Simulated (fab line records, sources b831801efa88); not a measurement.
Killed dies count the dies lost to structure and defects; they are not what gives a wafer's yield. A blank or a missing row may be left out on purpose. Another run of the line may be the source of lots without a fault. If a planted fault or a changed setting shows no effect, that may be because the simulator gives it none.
Which tool was responsible? | flow gf180mcu | 12 lots, 36 wafers sampled, at 2 steps of a route of 602

## WHAT THE GAUGES SHOWED, per wafer
GF_DUAL_GATE_OVL_MEAS_11.
lot  | measured     | on         | DUAL_GATE_OVL (nm)
L075 | day 8 13:25  | overlay-02 | -0.7 -1.8 -0.4
L077 | day 9 04:11  | overlay-01 | 1.1 0.6 1.7
L079 | day 9 22:58  | overlay-02 | 2.1 1.6 0.3
L081 | day 10 13:28 | overlay-01 | 0.6 0.7 -0.4
L083 | day 10 20:18 | overlay-01 | -0.2 0.2 -0.7
L085 | day 11 12:40 | overlay-02 | -1.3 0.2 0.6
L087 | day 12 00:24 | overlay-01 | 0.4 0.8 0.4
L089 | day 12 14:33 | overlay-02 | -2.4 -3.6 -4.3
L091 | day 13 03:31 | overlay-01 | -1.9 -1.9 -1.7
L093 | day 13 20:43 | overlay-01 | 1.7 2.3 2.8
L095 | day 14 07:36 | overlay-02 | 1.5 -0.4 0.0
L097 | day 15 01:25 | overlay-02 | 1.7 1.1 3.9

## WHICH TOOL RAN EACH LOT (tool, then ch and the chambers of the sampled wafers, then the start)
lot  | GF_VT_IMPLANT_STRIP_09
L075 | plasma-asher-01 ch 1, day 5 21:32
L077 | plasma-asher-03 ch 0,1, day 6 08:58
L079 | plasma-asher-01 ch 0,1, day 6 22:02
L081 | plasma-asher-03 ch 0,1, day 7 13:01
L083 | plasma-asher-04 ch 0,1, day 7 20:16
L085 | plasma-asher-04 ch 0,1, day 8 11:47
L087 | plasma-asher-04 ch 0,1, day 8 23:35
L089 | plasma-asher-04 ch 0,1, day 9 10:59
L091 | plasma-asher-03 ch 1, day 9 23:35
L093 | plasma-asher-03 ch 0,1, day 10 12:59
L095 | plasma-asher-01 ch 0,1, day 10 22:26
L097 | plasma-asher-03 ch 0,1, day 11 14:53
- GF_VT_IMPLANT_STRIP_09: strips in O2/N2.

## THE ANSWER, worked out from the rows above alone
Rule: usual is defined by the lots themselves. The widest of any qualifying gaps counts: lots, ordered by their means at a reading, are off when they make up no more than a third of the lots, leave a main group of 4 or more, and stand apart from it by 3 or more times the standard deviation of that group's means. A main group is skipped when, at the precision printed for the reading in the tables above, its means are all equal. Also off: a lot with no number at a reading for which 4 or more lots have one. The other lots that the step has rows for count as sound.
Nothing can be told from this: no lot is off at any reading shown.

## WHAT HAD BEEN PUT IN BY THE SIMULATOR
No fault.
